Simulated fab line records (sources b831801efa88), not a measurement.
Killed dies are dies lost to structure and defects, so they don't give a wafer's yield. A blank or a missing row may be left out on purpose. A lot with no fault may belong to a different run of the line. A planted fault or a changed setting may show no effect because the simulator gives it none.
Shared-tool check ; flow sky130 ; Lots sampled 11, wafers sampled 39

REASON FOR OPENING
SKY_GATE_OXIDE_THK_MEAS_02, reading GATE_OXIDE_OXIDATION_00_THK: flagged on 2 of 11 lots. Wafers without a fault read 10.30 nm, standard deviation 0.17.
Rule: a lot is flagged in two cases, either no wafer of it has a number, or all its wafers with numbers fall more than 4 standard deviations from that mean. The other lots count as sound.

lot;measured;on;GATE_OXIDE_OXIDATION_00_THK (nm), wafer by wafer;flag
L647;day 12 10:43;film_metro-01;10.22 9.91 10.00;
L648;day 12 22:15;film_metro-02;10.29 10.50 10.34;
L649;day 13 06:58;film_metro-02;10.38 10.30 10.42;
L652;day 13 22:31;film_metro-02;10.44 10.49 10.64;
L651;day 14 00:13;film_metro-01;10.31 10.45 10.40;
L653;day 14 15:16;film_metro-04;10.45 10.39 10.41;
L654;day 15 01:29;film_metro-04;10.26 10.14 10.27;
L657;day 15 21:51;film_metro-01;10.22 10.17 10.24;
L658;day 16 09:24;film_metro-02;10.48 10.27 10.17;
L662;day 17 14:11;film_metro-01;7.92 7.77 7.86 7.90 7.84 7.86;FLAGGED
L666;day 18 22:34;film_metro-01;7.62 7.81 7.50 7.67 7.84 7.57;FLAGGED
On average the flagged lots' numbers are 7.76 nm, which is -2.54 nm against the usual, or -15 standard deviations.

TOOL THAT RAN EACH LOT
2 process steps preceding the reading are held in the record, out of 708 steps in the route. Every cell lists first the tool, next ch and the chambers used by the sampled wafers, and last the start.
lot;flag;SKY_VT_ADJUST_HVTP_STRIP_10;SKY_GATE_OXIDE_OXIDATION_01
L647;;plasma_asher-04 ch 0,1, day 6 02:16;furnace-01 ch 0, day 12 09:18
L648;;plasma_asher-02 ch 1, day 6 09:59;furnace-01 ch 0, day 12 20:50
L649;;plasma_asher-03 ch 0,1, day 6 18:41;furnace-01 ch 0, day 13 05:32
L652;;plasma_asher-03 ch 0, day 7 06:51;furnace-01 ch 0, day 13 21:05
L651;;plasma_asher-03 ch 0,1, day 7 03:34;furnace-02 ch 0, day 13 22:47
L653;;plasma_asher-04 ch 0,1, day 7 14:33;furnace-01 ch 0, day 14 13:50
L654;;plasma_asher-02 ch 0,1, day 7 21:02;furnace-01 ch 0, day 15 00:05
L657;;plasma_asher-04 ch 1, day 8 16:17;furnace-02 ch 0, day 15 20:27
L658;;plasma_asher-04 ch 0, day 8 23:51;furnace-02 ch 0, day 16 07:59
L662;FLAGGED;plasma_asher-03 ch 1, day 9 22:04;furnace-01 ch 0, day 17 12:46
L666;FLAGGED;plasma_asher-02 ch 0,1, day 10 21:31;furnace-01 ch 0, day 18 21:09
What is done by these steps:
- SKY_VT_ADJUST_HVTP_STRIP_10: strips in O2/N2.
- SKY_GATE_OXIDE_OXIDATION_01: stabilise 600 s, purge 300 s, target thk 10.268 nm.
- SKY_GATE_OXIDE_THK_MEAS_02

FLAGGED AGAINST TOTAL, ONE TOOL AT A TIME (gauges that did the reading follow at the end)
step;tool;lots run;flagged;share of the flagged lots;sound lots run after its first flagged lot
SKY_VT_ADJUST_HVTP_STRIP_10;plasma_asher-02;3;1;some;0
SKY_VT_ADJUST_HVTP_STRIP_10;plasma_asher-03;4;1;some;0
SKY_VT_ADJUST_HVTP_STRIP_10;plasma_asher-04;4;0;none;-
SKY_GATE_OXIDE_OXIDATION_01;furnace-01;8;2;all;0
SKY_GATE_OXIDE_OXIDATION_01;furnace-02;3;0;none;-
SKY_GATE_OXIDE_THK_MEAS_02;film_metro-01;5;2;all;0
SKY_GATE_OXIDE_THK_MEAS_02;film_metro-02;4;0;none;-
SKY_GATE_OXIDE_THK_MEAS_02;film_metro-04;2;0;none;-

WHAT IS ALLOWED BY THE TABLE
Every flagged lot went through 2 rows of the table: furnace-01 at SKY_GATE_OXIDE_OXIDATION_01 and film_metro-01 at SKY_GATE_OXIDE_THK_MEAS_02.
- furnace-01 at SKY_GATE_OXIDE_OXIDATION_01 ran 8 lots, 2 of them flagged. Last sound lot L654 at day 15 00:05, first flagged lot L662 at day 17 12:46; a fault beginning in between fits. Its own readings (spike_tc_bottom_C, spike_tc_centre_C, spike_tc_lower_C, spike_tc_top_C, spike_tc_upper_C, tube_center_temp_C, tube_center_temp_C_max) fall more than 4 standard deviations out on all wafers of the flagged lots.
- film_metro-01 at SKY_GATE_OXIDE_THK_MEAS_02 ran 5 lots, 2 of them flagged. Last sound lot L657 at day 15 21:51, first flagged lot L662 at day 17 14:11; a fault beginning in between fits.
Counting lots can't tell these 2 tools apart, because each fits a fault that began at some hour. More lots, or a look at what each step does to the wafer, might.

WHAT THE SIMULATOR PUT IN
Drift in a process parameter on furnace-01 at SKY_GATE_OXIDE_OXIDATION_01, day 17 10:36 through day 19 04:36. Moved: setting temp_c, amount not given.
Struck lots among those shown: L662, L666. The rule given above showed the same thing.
